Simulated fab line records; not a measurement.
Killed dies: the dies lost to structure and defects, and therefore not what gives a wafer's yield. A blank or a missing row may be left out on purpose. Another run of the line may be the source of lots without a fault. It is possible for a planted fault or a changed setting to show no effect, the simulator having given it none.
A lot that was struck, set against a sound lot / flow sky130 / 21 steps out of a route of 708
Sound: wafers L419.2, L419.4, L419.5. Struck: wafers L417.3, L417.4, L417.5. Last of all comes the cause.
For every step that has rows: the tool of each side, followed by ch and its chambers, followed by its first start. Under that, the readings that differ: sound wafers / struck wafers / difference of the means / sigmas: that difference in standard deviations of wafers without a fault.
alike: readings with means less than 2 such deviations apart, plus words and numbers identical on both sides. not compared: withheld readings, readings lacking a value on some wafer, bounds such as >300 that could conceal the same value, and numbers that have no deviation in the record and whose values overlap.
The two part at a step that has a row with sigmas, a row that says differs or no value, or rows on one side only. Non-overlapping numbers with no deviation appear without sigmas and do not part them. A reading missing from all wafers of one side parts the sides only when that side holds two or more wafers.

SKY_SONOS_ONO_CD_MEAS_13: target cd 410 nm.
  struck on cd_sem-01, day 18 01:20; sound on cd_sem-02, day 18 17:36
  alike: cd_nm
SKY_SONOS_ONO_OVL_MEAS_14:
  struck on overlay-01, day 18 01:26; sound on overlay-02, day 18 17:43
  alike: SONOS_ONO_OVL
SKY_SONOS_ONO_ETCH_15: etches the open film in CHF3/O2, target depth 19.52 nm, time 7.8 s.
  sound on rie_diel-04 ch 0,2, day 18 17:44; struck on rie_diel-04 ch 0,1, day 18 01:27
  alike: drypump_motor_current_A, oes_product_au, rf_fwd_power_W, throttle_valve_pct
  not compared: rf_hours_counter_h
then, 1 step without rows for these wafers: SKY_SONOS_ONO_WET_ETCH_16 (etches SiO2 in dHF, target depth 14 nm, time 280 s).
SKY_SONOS_ONO_STRIP_17: strips in O2/N2.
  sound on plasma_asher-02 ch 1, day 18 17:50; struck on plasma_asher-02 ch 0,1, day 18 01:35
  alike: drypump_motor_current_A, oes_product_au, strip_time_to_endpoint_s
  not compared: rf_hours_counter_h
then, 3 steps without rows for these wafers: SKY_SONOS_ONO_WET_ETCH_18 (etches Si3N4 in H3PO4, target depth 15 nm, time 172 s); SKY_GATE_OXIDE_CLEAN_00 (cleans in SC1/SC2, time 150 s); SKY_GATE_OXIDE_OXIDATION_01 (stabilise 600 s, purge 300 s, target thk 10.268 nm).
SKY_GATE_OXIDE_THK_MEAS_02:
  struck on film_metro-02, day 18 04:34; sound on film_metro-04, day 18 21:32
reading=GATE_OXIDE_OXIDATION_00_THK (nm); sound=9.33 9.30 9.30; struck=9.75 9.85 9.80; difference=+0.49; sigmas=+2
then, 3 steps without rows for these wafers: SKY_GATE_OXIDE_DEHYDRATE_03 (time 60 s); SKY_GATE_OXIDE_HMDS_04 (prime time 60 s); SKY_GATE_OXIDE_COAT_05 (resist thk 1140 nm).
SKY_GATE_OXIDE_SOFTBAKE_06: time 60 s.
  sound on litho_track-04 ch 0, day 19 11:43; struck on litho_track-03 ch 0, day 18 19:28
reading=heater_power_total_W (W); sound=56.59 56.68 56.57; struck=64.86 64.74 64.88; difference=+8.21; sigmas=+99 or more
reading=plate_temp_C (C); sound=90.21 90.04 90.10; struck=- - -; difference=no value on the struck wafers; sigmas=
reading=run_length_s (s); sound=89.45 89.36 89.09; struck=68.71 68.77 68.75; difference=-20.56; sigmas=-99 or more
then, 2 steps without rows for these wafers: SKY_GATE_OXIDE_EXPOSE_07 (exposes mask LVOM, target cd 600 nm); SKY_GATE_OXIDE_PEB_08.
SKY_GATE_OXIDE_DEVELOP_09: develop time 60 s.
  sound on litho_track-03 ch 0, day 20 03:23; struck on litho_track-03 ch 0, day 19 09:52
reading=model.NOVOLAK_of_GATE_OXIDE_COAT_05.thk_nm (nm); sound=1143 1141 1143; struck=1155 1156 1153; difference=+12; sigmas=
SKY_GATE_OXIDE_OVL_MEAS_10:
  struck on overlay-02, day 19 09:58; sound on overlay-02, day 20 03:31
  alike: GATE_OXIDE_OVL
then, 2 steps without rows for these wafers: SKY_GATE_OXIDE_IMPLANT_11; SKY_GATE_OXIDE_WET_ETCH_12 (etches SiO2 in dHF, target depth 16.8 nm, time 336 s).
SKY_GATE_OXIDE_STRIP_13: strips in O2/N2.
  sound on plasma_asher-01 ch 0, day 20 03:48; struck on plasma_asher-04 ch 0,1, day 19 10:17
reading=strip_time_to_endpoint_s (s); sound=14.21 14.18 14.23; struck=14.33 14.34 14.28; difference=+0.11; sigmas=+3
  alike: drypump_motor_current_A, oes_product_au
  not compared: rf_hours_counter_h
SKY_GATE_OXIDE_TW_MEAS_14:
  struck on film_metro-02, day 19 10:22; sound on film_metro-04, day 20 03:55
  alike: GATE_OXIDE_TW

WHERE THEY PART
At SKY_GATE_OXIDE_THK_MEAS_02 first; at SKY_GATE_OXIDE_STRIP_13 last (within this record only). Later steps at which nothing parts them and some readings are alike: SKY_GATE_OXIDE_TW_MEAS_14.

WHY: the cause the simulator had injected
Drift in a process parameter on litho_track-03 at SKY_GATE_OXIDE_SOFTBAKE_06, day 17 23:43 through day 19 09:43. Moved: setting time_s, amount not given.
